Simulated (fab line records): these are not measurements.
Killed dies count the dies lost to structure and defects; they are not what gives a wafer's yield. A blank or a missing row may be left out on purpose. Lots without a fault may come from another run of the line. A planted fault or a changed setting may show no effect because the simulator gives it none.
Which tool was responsible?	flow sky130	12 lots, 36 wafers sampled, at 5 steps of a route of 708

== WHAT THE GAUGES SHOWED, per wafer ==
SKY_VT_ADJUST_NCORE_CD_MEAS_07: the cd target is 380 nm.
lot	measured	on	cd_nm (nm)
L920	day 9 03:04	cd_sem-02	377.4 380.5 381.4
L922	day 9 20:08	cd_sem-02	382.0 382.6 381.4
L923	day 10 02:20	cd_sem-02	383.3 380.3 382.2
L925	day 10 13:26	cd_sem-02	381.0 380.8 379.7
L931	day 12 10:40	cd_sem-02	375.4 374.0 376.0
L932	day 12 13:19	cd_sem-02	375.2 377.9 377.1
L933	day 12 19:44	cd_sem-01	376.9 377.3 374.9
L935	day 14 12:11	cd_sem-02	381.7 379.1 379.3
L937	day 14 19:17	cd_sem-01	375.0 375.3 376.8
L936	day 14 19:55	cd_sem-01	384.4 382.4 384.9
L938	day 15 01:52	cd_sem-02	380.0 378.4 380.8
L940	day 15 08:37	cd_sem-02	376.3 378.4 377.7

SKY_SONOS_ONO_THK_MEAS_01.
lot	measured	on	SONOS_ONO_OXIDATION_THK (nm)
L920	day 12 01:56	film_metro-04	2.62 2.67 2.62
L922	day 12 20:55	film_metro-01	2.67 2.74 2.73
L923	day 13 05:50	film_metro-02	2.80 2.79 2.84
L925	day 13 17:40	film_metro-04	2.84 2.74 2.75
L931	day 15 23:13	film_metro-01	2.65 2.60 2.65
L932	day 15 23:13	film_metro-02	2.63 2.63 2.60
L933	day 16 05:33	film_metro-02	2.53 2.55 2.53
L935	day 18 03:34	film_metro-01	2.50 2.52 2.50
L937	day 18 14:40	film_metro-01	2.63 2.62 2.52
L936	day 18 16:02	film_metro-02	2.63 2.63 2.61
L938	day 18 22:56	film_metro-02	2.57 2.60 2.57
L940	day 19 07:56	film_metro-02	2.60 2.58 2.53

SKY_LDD_HVN_TW_MEAS_10.
lot	measured	on	LDD_HVN_TW
L920	day 20 22:46	film_metro-01	1428 1435 1446
L922	day 21 21:24	film_metro-03	1453 1451 1445
L923	day 22 14:41	film_metro-03	1437 1446 1437
L925	day 22 20:34	film_metro-02	1438 1444 1444
L931	day 25 06:25	film_metro-03	1445 1444 1452
L932	day 26 12:01	film_metro-01	1436 1432 1436
L933	day 26 12:10	film_metro-01	1434 1432 1435
L935	day 27 19:07	film_metro-03	1445 1440 1441
L937	day 27 23:33	film_metro-03	1440 1452 1445
L936	day 27 22:47	film_metro-01	1440 1440 1437
L938	day 28 02:26	film_metro-03	1444 1441 1450
L940	day 28 23:02	film_metro-03	1457 1454 1443

== TOOL THAT RAN EACH LOT (tool first, then ch and the chambers of the sampled wafers, then the start) ==
lot	SKY_DNWELL_STRIP_08	SKY_SONOS_ONO_OXIDATION_00
L920	plasma_asher-01 ch 0,1, day 3 16:41	furnace-01 ch 0, day 12 00:34
L922	plasma_asher-04 ch 0,1, day 4 05:38	furnace-01 ch 0, day 12 19:35
L923	plasma_asher-04 ch 0,1, day 4 11:24	furnace-01 ch 0, day 13 04:29
L925	plasma_asher-01 ch 0,1, day 4 18:38	furnace-01 ch 0, day 13 16:19
L931	plasma_asher-03 ch 0,1, day 6 03:37	furnace-01 ch 0, day 15 21:52
L932	plasma_asher-03 ch 0,1, day 6 08:40	furnace-01 ch 0, day 15 21:52
L933	plasma_asher-04 ch 0, day 6 11:43	furnace-01 ch 0, day 16 04:12
L935	plasma_asher-01 ch 0,1, day 7 15:50	furnace-01 ch 0, day 18 02:13
L937	plasma_asher-01 ch 0,1, day 7 23:44	furnace-02 ch 0, day 18 13:20
L936	plasma_asher-04 ch 0,1, day 7 23:44	furnace-02 ch 0, day 18 14:40
L938	plasma_asher-04 ch 0,1, day 8 02:53	furnace-02 ch 0, day 18 21:35
L940	plasma_asher-01 ch 0,1, day 8 08:50	furnace-01 ch 0, day 19 06:35
- SKY_DNWELL_STRIP_08: strips in O2/N2.
- SKY_SONOS_ONO_OXIDATION_00: stabilise 600 s, purge 300 s, target thk 2.6 nm.

== WHAT THE TOOLS THEMSELVES READ (means of the sampled wafers that have a number; where no wafer has one, the mark that the record gives instead) ==
SKY_DNWELL_STRIP_08.
lot	tool	drypump_motor_current_A (A)	oes_product_au (a.u.)	strip_time_to_endpoint_s (s)
L920	plasma_asher-01	6.0	0.720	36.91
L922	plasma_asher-04	5.8	0.724	36.96
L923	plasma_asher-04	6.0	0.723	36.98
L925	plasma_asher-01	6.3	0.720	36.91
L931	plasma_asher-03	5.5	0.721	36.85
L932	plasma_asher-03	5.4	0.723	36.81
L933	plasma_asher-04	5.8	0.726	37.09
L935	plasma_asher-01	6.0	0.719	36.84
L937	plasma_asher-01	6.0	0.724	36.95
L936	plasma_asher-04	5.8	0.725	36.89
L938	plasma_asher-04	5.9	0.722	36.95
L940	plasma_asher-01	6.0	0.726	36.74

SKY_SONOS_ONO_OXIDATION_00.
lot	tool	spike_tc_centre_C (C)	spike_tc_lower_C (C)	spike_tc_top_C (C)	spike_tc_upper_C (C)	tube_center_temp_C (C)	tube_center_temp_C_max
L920	furnace-01	799.1	801.1	813.7	801.6	799.92	801.9
L922	furnace-01	804.3	807.6	819.3	808.5	805.90	808.1
L923	furnace-01	804.7	807.5	819.5	807.1	805.92	807.7
L925	furnace-01	804.6	806.9	819.2	807.7	805.85	808.0
L931	furnace-01	799.1	801.2	813.3	801.3	799.95	801.9
L932	furnace-01	798.7	800.5	813.5	802.4	800.03	802.0
L933	furnace-01	799.3	800.1	813.7	802.6	800.09	802.0
L935	furnace-01	798.7	801.0	812.4	801.6	799.98	802.3
L937	furnace-02	801.8	802.2	811.9	799.8	800.02	802.1
L936	furnace-02	800.7	802.4	812.5	799.8	800.00	801.9
L938	furnace-02	800.4	802.1	812.7	799.7	800.05	801.9
L940	furnace-01	799.2	800.8	813.4	802.2	799.99	802.2

== THE ANSWER, worked out from the rows above alone ==
Rule: usual is defined by the lots themselves. Put in order of their means at a reading, lots are off if they are a third of the lots or fewer, leave a main group of 4 or more, and stand apart from it by a gap of 3 or more times the standard deviation of the main group's means; of several such gaps the widest counts. A main group whose means are all the same, to the digits that the tables above print for the reading, isn't used. A lot without any number at a reading at which 4 lots or more have one is off too. Where the step has rows for the other lots, those lots are counted as sound. After the gauges, taken in route order, come the tools' own readings; for these a lot's mean is taken, as printed above. At the first step where some lot is off, the reading lying furthest off is the one used; lots without a number count as furthest.
Off: L922, L923, L925 (SKY_SONOS_ONO_OXIDATION_00, tube_center_temp_C). Main group: mean 800.00 C, sd 0.049.
A tool fits if, at that step or a process step before it, it ran every lot that is off, and no sound lot after the first of them. No candidate that was tried fits.

== WHAT HAD BEEN PUT IN BY THE SIMULATOR ==
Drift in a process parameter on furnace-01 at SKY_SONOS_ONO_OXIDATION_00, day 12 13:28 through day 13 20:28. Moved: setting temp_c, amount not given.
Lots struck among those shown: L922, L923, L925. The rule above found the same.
